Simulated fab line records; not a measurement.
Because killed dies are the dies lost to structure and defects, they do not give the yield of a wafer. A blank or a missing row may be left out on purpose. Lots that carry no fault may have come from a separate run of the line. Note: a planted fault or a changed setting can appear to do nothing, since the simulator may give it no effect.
What tool caused it? :: flow sky130 :: 14 lots, 42 wafers sampled, at 2 steps of a route of 708

== WHAT EACH GAUGE READ, for each wafer ==
SKY_SONOS_TUNNEL_CD_MEAS_07: the cd target is 410 nm.
lot: L165
measured: day 11 05:29
on: cd_sem-02
cd_nm (nm): 410.4 412.4 411.7

lot: L166
measured: day 11 16:17
on: cd_sem-01
cd_nm (nm): 411.2 411.3 412.3

lot: L167
measured: day 12 03:00
on: cd_sem-01
cd_nm (nm): 409.7 410.0 409.8

lot: L168
measured: day 12 09:42
on: cd_sem-01
cd_nm (nm): 413.5 411.9 411.2

lot: L169
measured: day 12 16:28
on: cd_sem-02
cd_nm (nm): 408.4 409.5 411.1

lot: L170
measured: day 13 05:28
on: cd_sem-01
cd_nm (nm): 409.6 408.7 407.4

lot: L171
measured: day 13 12:08
on: cd_sem-02
cd_nm (nm): 409.5 410.3 413.1

lot: L172
measured: day 13 19:49
on: cd_sem-01
cd_nm (nm): 409.7 408.6 409.7

lot: L173
measured: day 14 04:14
on: cd_sem-02
cd_nm (nm): 410.7 410.6 408.2

lot: L174
measured: day 14 08:58
on: cd_sem-02
cd_nm (nm): 409.7 409.7 409.8

lot: L178
measured: day 15 23:13
on: cd_sem-02
cd_nm (nm): 363.4 365.0 363.8

lot: L180
measured: day 16 07:16
on: cd_sem-01
cd_nm (nm): 369.1 369.3 369.6

lot: L181
measured: day 16 15:58
on: cd_sem-01
cd_nm (nm): 404.1 406.7 403.6

lot: L188
measured: day 19 04:53
on: cd_sem-01
cd_nm (nm): 410.3 408.1 409.4

== EACH LOT AND THE TOOL THAT RAN IT (in order: tool; ch and the chambers of the sampled wafers; start) ==
lot: L165
SKY_SONOS_TUNNEL_DEVELOP_06: litho_track-03 ch 0, day 11 05:21

lot: L166
SKY_SONOS_TUNNEL_DEVELOP_06: litho_track-01 ch 0, day 11 16:08

lot: L167
SKY_SONOS_TUNNEL_DEVELOP_06: litho_track-03 ch 0, day 12 02:51

lot: L168
SKY_SONOS_TUNNEL_DEVELOP_06: litho_track-03 ch 0, day 12 09:33

lot: L169
SKY_SONOS_TUNNEL_DEVELOP_06: litho_track-01 ch 0, day 12 16:20

lot: L170
SKY_SONOS_TUNNEL_DEVELOP_06: litho_track-03 ch 0, day 13 05:19

lot: L171
SKY_SONOS_TUNNEL_DEVELOP_06: litho_track-02 ch 0, day 13 12:00

lot: L172
SKY_SONOS_TUNNEL_DEVELOP_06: litho_track-02 ch 0, day 13 19:40

lot: L173
SKY_SONOS_TUNNEL_DEVELOP_06: litho_track-02 ch 0, day 14 04:06

lot: L174
SKY_SONOS_TUNNEL_DEVELOP_06: litho_track-03 ch 0, day 14 08:42

lot: L178
SKY_SONOS_TUNNEL_DEVELOP_06: litho_track-03 ch 0, day 15 23:04

lot: L180
SKY_SONOS_TUNNEL_DEVELOP_06: litho_track-03 ch 0, day 16 07:07

lot: L181
SKY_SONOS_TUNNEL_DEVELOP_06: litho_track-01 ch 0, day 16 15:50

lot: L188
SKY_SONOS_TUNNEL_DEVELOP_06: litho_track-01 ch 0, day 19 04:44
- SKY_SONOS_TUNNEL_DEVELOP_06: develop time 60 s.

== AS READ BY THE TOOLS THEMSELVES (means over the sampled wafers that have a number; for cases with no such wafer, the mark the record gives instead) ==
The record holds no such reading with a usual standard deviation.

== THE ANSWER, worked out from the rows above alone ==
Rule: usual is defined by the lots themselves. The widest of any qualifying gaps counts: lots, ordered by their means at a reading, are off when they make up no more than a third of the lots, leave a main group of 4 or more, and stand apart from it by 3 or more times the standard deviation of that group's means. A main group whose means are all the same, to the digits that the tables above print for the reading, isn't used. A lot without any number at a reading at which 4 lots or more have one is off too. All remaining lots with rows at the step are treated as sound. After the gauges, taken in route order, come the tools' own readings; for these a lot's mean is taken, as printed above. At the first step where some lot is off, the reading lying furthest off is the one used; lots without a number count as furthest.
Off: L178, L180 (SKY_SONOS_TUNNEL_CD_MEAS_07, cd_nm). The main group: mean 409.8 nm, standard deviation 1.8.
A tool fits if, at a process step before that reading, it ran every lot that is off, and no sound lot after the first of them. Gauges at SKY_SONOS_TUNNEL_CD_MEAS_07: tried the same way as those tools. One candidate fits, namely litho_track-03 at SKY_SONOS_TUNNEL_DEVELOP_06. A fault onset in the window from L174 (day 14 08:42, its last sound lot) to L178 (day 15 23:04, its first lot off) fits.

== WHAT HAD BEEN PUT IN BY THE SIMULATOR ==
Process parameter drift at SKY_SONOS_TUNNEL_DEVELOP_06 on litho_track-03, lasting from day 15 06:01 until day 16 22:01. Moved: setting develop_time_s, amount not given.
Lots struck among those shown: L178, L180. Same finding as the rule above.
